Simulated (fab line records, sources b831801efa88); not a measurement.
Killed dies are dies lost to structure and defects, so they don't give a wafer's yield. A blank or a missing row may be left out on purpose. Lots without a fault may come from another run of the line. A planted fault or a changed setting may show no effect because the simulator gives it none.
Chamber matching | flow gf180mcu | GF_PASSIVATION_ETCH_11 on rie_diel-04: 4 sister chambers
The step etches the open film in CF4/O2, stops on TiN, target depth 1800 nm, time 400 s. 8 wafers are shown with their chamber, then 8 later ones without.

WAFERS WITH THEIR CHAMBER
wafer  | chamber | drypump_motor_current_A (A) | O2_flow_sccm (sccm)
L078.1 | 1       | 5.6                         | 9.96
L081.6 | 3       | 5.7                         | 9.98
L083.1 | 1       | 5.6                         | 10.01
L083.2 | 0       | 5.7                         | 9.97
L090.1 | 0       | 5.6                         | 9.98
L090.2 | 2       | 5.3                         | 10.00
L090.6 | 2       | 5.3                         | 10.01
L091.2 | 3       | 5.8                         | 9.96

WAFERS WITHOUT THEIR CHAMBER
wafer  | drypump_motor_current_A (A) | O2_flow_sccm (sccm)
L091.4 | 5.3                         | 10.04
L091.6 | 5.6                         | 9.99
L094.2 | 5.7                         | 10.01
L094.3 | 5.6                         | 10.04
L094.5 | 5.8                         | 10.01
L096.3 | 5.7                         | 9.97
L096.5 | 5.8                         | 9.96
L096.6 | 5.3                         | 10.01

WHICH CHAMBER EACH WENT THROUGH
wafer  | from the rows above          | in truth
L091.4 | 2                            | 2
L091.6 | can't be placed: 1 or 0      | 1
L094.2 | can't be placed: 0 or 3 or 1 | 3
L094.3 | can't be placed: 1 or 0 or 3 | 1
L094.5 | can't be placed: 3 or 0 or 1 | 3
L096.3 | can't be placed: 3 or 0 or 1 | 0
L096.5 | can't be placed: 3 or 0      | 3
L096.6 | 2                            | 2
Placed correctly: 2 of 8. Can't be placed from these rows: 6 (the true chamber is among the candidates in 6). Placed wrongly: 0.
How it was worked out, from the rows above alone: a wafer's distance from a chamber is the root of the sum, over the readings, of the square of ((its reading less the chamber's mean) divided by the reading's scatter). The wafer belongs to the nearest chamber; if the next one is less than 2 further off, it can't be placed. A chamber's mean is the mean of its shown wafers. The scatter: the root of (the sum of the squares of (reading less its chamber's mean) over the shown wafers, divided by (wafers less chambers)).
